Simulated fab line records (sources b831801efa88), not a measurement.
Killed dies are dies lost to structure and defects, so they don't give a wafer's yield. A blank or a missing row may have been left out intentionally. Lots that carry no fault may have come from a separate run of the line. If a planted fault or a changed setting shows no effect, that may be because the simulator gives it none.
Split-lot study / flow sky130 / 27 wafers read from 5 lots, route of 708 steps

## ABOUT THE SPLIT
At SKY_POLY_GATE_ETCH_17 (etches poly-Si in HBr/Cl2, stops on SiO2, target depth 180 nm, time 70.5 s), the setting timeS was moved away from the recipe's 70.5 s on 9 of the 27 wafers read, by -59.9% to -22.3%. All remaining wafers had this setting at the recipe value.

The reading is taken at the split's own step.

## THE READING
KrF-thick_of_POLY_GATE_COAT_08.thkNm (the simulator's own value, which no gauge read), in nm, at SKY_POLY_GATE_ETCH_17 (etches poly-Si in HBr/Cl2, stops on SiO2, target depth 180 nm, time 70.5 s). There is no usual value for it anywhere in the file. The 18 wafers here that ran the recipe average 142.5 nm, standard deviation 3.3 nm.

wafer=L076.1; tool, chamber at the split=rieSi-02, 0; timeS as run, s=51.41; against the recipe=-27.1%; KrF-thick_of_POLY_GATE_COAT_08.thkNm, nm=163.5; against lot-mates on the recipe=+20.7
wafer=L076.2; tool, chamber at the split=rieSi-02, 3; timeS as run, s=51.41; against the recipe=-27.1%; KrF-thick_of_POLY_GATE_COAT_08.thkNm, nm=169.3; against lot-mates on the recipe=+26.5
wafer=L076.3; tool, chamber at the split=rieSi-02, 1; timeS as run, s=70.5; against the recipe=recipe; KrF-thick_of_POLY_GATE_COAT_08.thkNm, nm=141.3; against lot-mates on the recipe=-
wafer=L076.4; tool, chamber at the split=rieSi-02, 2; timeS as run, s=70.5; against the recipe=recipe; KrF-thick_of_POLY_GATE_COAT_08.thkNm, nm=145.2; against lot-mates on the recipe=-
wafer=L076.5; tool, chamber at the split=rieSi-02, 1; timeS as run, s=70.5; against the recipe=recipe; KrF-thick_of_POLY_GATE_COAT_08.thkNm, nm=141.8; against lot-mates on the recipe=-
wafer=L076.6; tool, chamber at the split=rieSi-02, 2; timeS as run, s=51.41; against the recipe=-27.1%; KrF-thick_of_POLY_GATE_COAT_08.thkNm, nm=166.5; against lot-mates on the recipe=+23.7
wafer=L078.3; tool, chamber at the split=rieSi-01, 3; timeS as run, s=70.5; against the recipe=recipe; KrF-thick_of_POLY_GATE_COAT_08.thkNm, nm=144.5; against lot-mates on the recipe=-
wafer=L078.4; tool, chamber at the split=rieSi-01, 0; timeS as run, s=70.5; against the recipe=recipe; KrF-thick_of_POLY_GATE_COAT_08.thkNm, nm=140.2; against lot-mates on the recipe=-
wafer=L078.5; tool, chamber at the split=rieSi-01, 0; timeS as run, s=70.5; against the recipe=recipe; KrF-thick_of_POLY_GATE_COAT_08.thkNm, nm=139.9; against lot-mates on the recipe=-
wafer=L079.1; tool, chamber at the split=rieSi-01, 3; timeS as run, s=54.77; against the recipe=-22.3%; KrF-thick_of_POLY_GATE_COAT_08.thkNm, nm=159.2; against lot-mates on the recipe=+20.0
wafer=L079.2; tool, chamber at the split=rieSi-01, 2; timeS as run, s=54.77; against the recipe=-22.3%; KrF-thick_of_POLY_GATE_COAT_08.thkNm, nm=164.8; against lot-mates on the recipe=+25.6
wafer=L079.3; tool, chamber at the split=rieSi-01, 1; timeS as run, s=70.5; against the recipe=recipe; KrF-thick_of_POLY_GATE_COAT_08.thkNm, nm=133.7; against lot-mates on the recipe=-
wafer=L079.4; tool, chamber at the split=rieSi-01, 0; timeS as run, s=70.5; against the recipe=recipe; KrF-thick_of_POLY_GATE_COAT_08.thkNm, nm=139.9; against lot-mates on the recipe=-
wafer=L079.5; tool, chamber at the split=rieSi-01, 1; timeS as run, s=54.77; against the recipe=-22.3%; KrF-thick_of_POLY_GATE_COAT_08.thkNm, nm=161.4; against lot-mates on the recipe=+22.2
wafer=L079.6; tool, chamber at the split=rieSi-01, 2; timeS as run, s=70.5; against the recipe=recipe; KrF-thick_of_POLY_GATE_COAT_08.thkNm, nm=143.9; against lot-mates on the recipe=-
wafer=L084.1; tool, chamber at the split=rieSi-02, 0; timeS as run, s=70.5; against the recipe=recipe; KrF-thick_of_POLY_GATE_COAT_08.thkNm, nm=138.5; against lot-mates on the recipe=-
wafer=L084.2; tool, chamber at the split=rieSi-02, 2; timeS as run, s=70.5; against the recipe=recipe; KrF-thick_of_POLY_GATE_COAT_08.thkNm, nm=147.2; against lot-mates on the recipe=-
wafer=L084.3; tool, chamber at the split=rieSi-02, 3; timeS as run, s=70.5; against the recipe=recipe; KrF-thick_of_POLY_GATE_COAT_08.thkNm, nm=143.9; against lot-mates on the recipe=-
wafer=L084.4; tool, chamber at the split=rieSi-02, 1; timeS as run, s=70.5; against the recipe=recipe; KrF-thick_of_POLY_GATE_COAT_08.thkNm, nm=146; against lot-mates on the recipe=-
wafer=L084.5; tool, chamber at the split=rieSi-02, 1; timeS as run, s=70.5; against the recipe=recipe; KrF-thick_of_POLY_GATE_COAT_08.thkNm, nm=146.9; against lot-mates on the recipe=-
wafer=L084.6; tool, chamber at the split=rieSi-02, 0; timeS as run, s=70.5; against the recipe=recipe; KrF-thick_of_POLY_GATE_COAT_08.thkNm, nm=144.4; against lot-mates on the recipe=-
wafer=L083.1; tool, chamber at the split=rieSi-01, 0; timeS as run, s=28.29; against the recipe=-59.9%; KrF-thick_of_POLY_GATE_COAT_08.thkNm, nm=198.5; against lot-mates on the recipe=+55.8
wafer=L083.2; tool, chamber at the split=rieSi-01, 2; timeS as run, s=70.5; against the recipe=recipe; KrF-thick_of_POLY_GATE_COAT_08.thkNm, nm=144.3; against lot-mates on the recipe=-
wafer=L083.3; tool, chamber at the split=rieSi-01, 1; timeS as run, s=70.5; against the recipe=recipe; KrF-thick_of_POLY_GATE_COAT_08.thkNm, nm=142.8; against lot-mates on the recipe=-
wafer=L083.4; tool, chamber at the split=rieSi-01, 1; timeS as run, s=28.29; against the recipe=-59.9%; KrF-thick_of_POLY_GATE_COAT_08.thkNm, nm=196.4; against lot-mates on the recipe=+53.7
wafer=L083.5; tool, chamber at the split=rieSi-01, 0; timeS as run, s=70.5; against the recipe=recipe; KrF-thick_of_POLY_GATE_COAT_08.thkNm, nm=141; against lot-mates on the recipe=-
wafer=L083.6; tool, chamber at the split=rieSi-01, 2; timeS as run, s=28.29; against the recipe=-59.9%; KrF-thick_of_POLY_GATE_COAT_08.thkNm, nm=195.6; against lot-mates on the recipe=+52.9

THE FIT
A straight line over all 27 wafers: KrF-thick_of_POLY_GATE_COAT_08.thkNm changes by -0.902 nm for each +1% of timeS; r = -0.99; the points scatter about the line by 3 nm.
The same after taking each lot's own level away (the mean of its wafers on the recipe; 27 wafers): -0.908 nm for each +1%; r = -0.99; scatter 2.7 nm.
The reading moves by 54 nm for the largest change in timeS, on that fit.
The lots' own levels span 139.17 to 144.48 nm, that is 1.6 times the standard deviation above.
So the lot-to-lot level changes the slope little: the two slopes agree.
Check: with one of the wafers moved furthest among these (-59.9%) left out of the fit, the line predicts +54 nm for it against its lot-mates. Against them it came out at +55.8 nm.

## OTHER SPLITS ON THESE WAFERS
These wafers also went through other splits before the reading. Each is held against what the fit with the lots' levels taken away leaves over:
other split on the same wafers=SKY_FIELD_ISO_CVD_03 timeS; wafers away from the commonest value=12; r with KrF-thick_of_POLY_GATE_COAT_08.thkNm (lot level and that fit taken away)=-0.13

## THE WHOLE CHAIN: every reading that the file lists as answering this split, in the file's order
step=SKY_POLY_GATE_ETCH_17; what it does=etches poly-Si in HBr/Cl2, stops on SiO2, target depth 180 nm, time 70.5 s; reading=POLY_GATE.featureDepthNm (the simulator's own value, which no gauge read); change (the file's fit)=+1.76 nm for each +1% of the setting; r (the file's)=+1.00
step=SKY_POLY_GATE_ETCH_17; what it does=etches poly-Si in HBr/Cl2, stops on SiO2, target depth 180 nm, time 70.5 s; reading=KrF-thick_of_POLY_GATE_COAT_08.thkNm (the simulator's own value, which no gauge read); change (the file's fit)=-0.911 nm for each +1% of the setting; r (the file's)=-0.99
step=SKY_POLY_GATE_STRIP_18; what it does=strips in O2/N2; reading=stripTimeToEndpointS; change (the file's fit)=withheld for each +1% of the setting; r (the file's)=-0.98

## FILE'S OWN FIT
KrF-thick_of_POLY_GATE_COAT_08.thkNm changes by -0.911 nm for each +1% of timeS, r = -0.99.
